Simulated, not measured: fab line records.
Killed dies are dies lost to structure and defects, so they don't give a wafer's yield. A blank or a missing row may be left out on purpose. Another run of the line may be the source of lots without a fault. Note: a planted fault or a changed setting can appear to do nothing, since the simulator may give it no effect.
Chamber matching | flow gf180mcu | GF_V2_CMP_04 on cmp-02: 4 sister chambers
The step polishes SiO2. 4 wafers are shown with their chamber, then 7 later ones without.

WAFERS PAIRED WITH THEIR CHAMBERS
wafer  | chamber | time to endpoint s (s)
L496.1 | 2       | 84
L498.6 | 0       | 87
L501.1 | 3       | 77
L501.4 | 1       | 82

WAFERS MISSING THEIR CHAMBER
wafer  | time to endpoint s (s)
L501.6 | 85
L510.3 | 81
L510.4 | 86
L510.6 | 80
L514.4 | 84
L514.5 | 87
L514.6 | 82

EACH ONE'S CHAMBER
wafer  | from the rows above     | in truth
L501.6 | can't be placed: 2 or 0 | 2
L510.3 | 1                       | 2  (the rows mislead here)
L510.4 | can't be placed: 0 or 2 | 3
L510.6 | can't be placed: 1 or 3 | 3
L514.4 | 2                       | 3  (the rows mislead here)
L514.5 | 0                       | 0
L514.6 | 1                       | 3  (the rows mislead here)
Placed correctly: 1 of 7. Unplaceable from these rows: 3, with the true chamber sitting among the candidates in 2. Placed wrongly: 3.
How it was worked out, from the rows above alone: a wafer's distance from a chamber is the root of the sum, over the readings, of the square of ((its reading less the chamber's mean) divided by the reading's scatter). If the next closest chamber is less than 2 further off than the closest, the wafer can't be placed; otherwise it belongs to the closest. The mean given for a chamber averages the wafers shown for that chamber. The scatter: root of mean squared gap, hidden wafer to nearest shown wafer, with one shown wafer a chamber.
